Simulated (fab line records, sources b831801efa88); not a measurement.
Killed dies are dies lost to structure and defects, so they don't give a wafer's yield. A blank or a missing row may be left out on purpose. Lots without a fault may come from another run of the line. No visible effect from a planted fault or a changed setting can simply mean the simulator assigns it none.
Matching of chambers + flow gf180mcu + pecvd-04 running GF_MIM_CVD_05: 3 sister chambers
The step deposits Si3N4, target thk 42 nm, time 29.086 s. 18 wafers are shown with their chamber, then 9 later ones without.

== EACH WAFER AND ITS CHAMBER ==
| wafer  | chamber | heater_power_w (W) |
|--------|---------|--------------------|
| L075.1 | 1       | 593                |
| L075.4 | 0       | 587                |
| L075.6 | 1       | 622                |
| L076.1 | 0       | 579                |
| L076.3 | 1       | 554                |
| L076.6 | 2       | 511                |
| L079.1 | 2       | 599                |
| L079.3 | 0       | 625                |
| L079.6 | 2       | 483                |
| L080.1 | 1       | 597                |
| L080.2 | 0       | 601                |
| L080.3 | 2       | 572                |
| L081.2 | 0       | 600                |
| L081.3 | 1       | 596                |
| L081.4 | 0       | 617                |
| L086.2 | 0       | 570                |
| L086.3 | 1       | 592                |
| L086.6 | 1       | 592                |

SIGNATURES (averages over the wafers above)
| reading        | chamber 0 | chamber 1 | chamber 2 | scatter within a chamber |
|----------------|-----------|-----------|-----------|--------------------------|
| heater_power_w | 597.00    | 592.29    | 541.25    | 29.8                     |
Rule: distance of a wafer from a chamber = root of the sum over the readings of ((wafer's reading minus chamber's mean) / reading's scatter) squared. The wafer belongs to the nearest chamber; if the next one is less than 2 further off, it can't be placed. The scatter: take each reading less its chamber's mean, square it, sum over the shown wafers, divide by the number of wafers less the number of chambers, and take the root.

== WAFERS WITHOUT THEIR CHAMBER ==
| wafer  | heater_power_w (W) |
|--------|--------------------|
| L088.1 | 619                |
| L088.4 | 544                |
| L088.6 | 602                |
| L090.2 | 527                |
| L090.3 | 585                |
| L090.4 | 527                |
| L097.2 | 606                |
| L097.4 | 637                |
| L097.6 | 597                |

== EACH ONE'S CHAMBER ==
| wafer  | from the rows above          | in truth |
|--------|------------------------------|----------|
| L088.1 | can't be placed: 0 or 1 or 2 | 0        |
| L088.4 | can't be placed: 2 or 1 or 0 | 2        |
| L088.6 | can't be placed: 0 or 1 or 2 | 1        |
| L090.2 | can't be placed: 2 or 1 or 0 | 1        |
| L090.3 | can't be placed: 1 or 0 or 2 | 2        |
| L090.4 | can't be placed: 2 or 1 or 0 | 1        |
| L097.2 | can't be placed: 0 or 1 or 2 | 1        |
| L097.4 | can't be placed: 0 or 1 or 2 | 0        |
| L097.6 | can't be placed: 0 or 1 or 2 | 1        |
Correct placement for 0 of the 9. From these rows, 9 cannot be placed; in 9 the true chamber is one of the candidates. 0 placed wrongly.
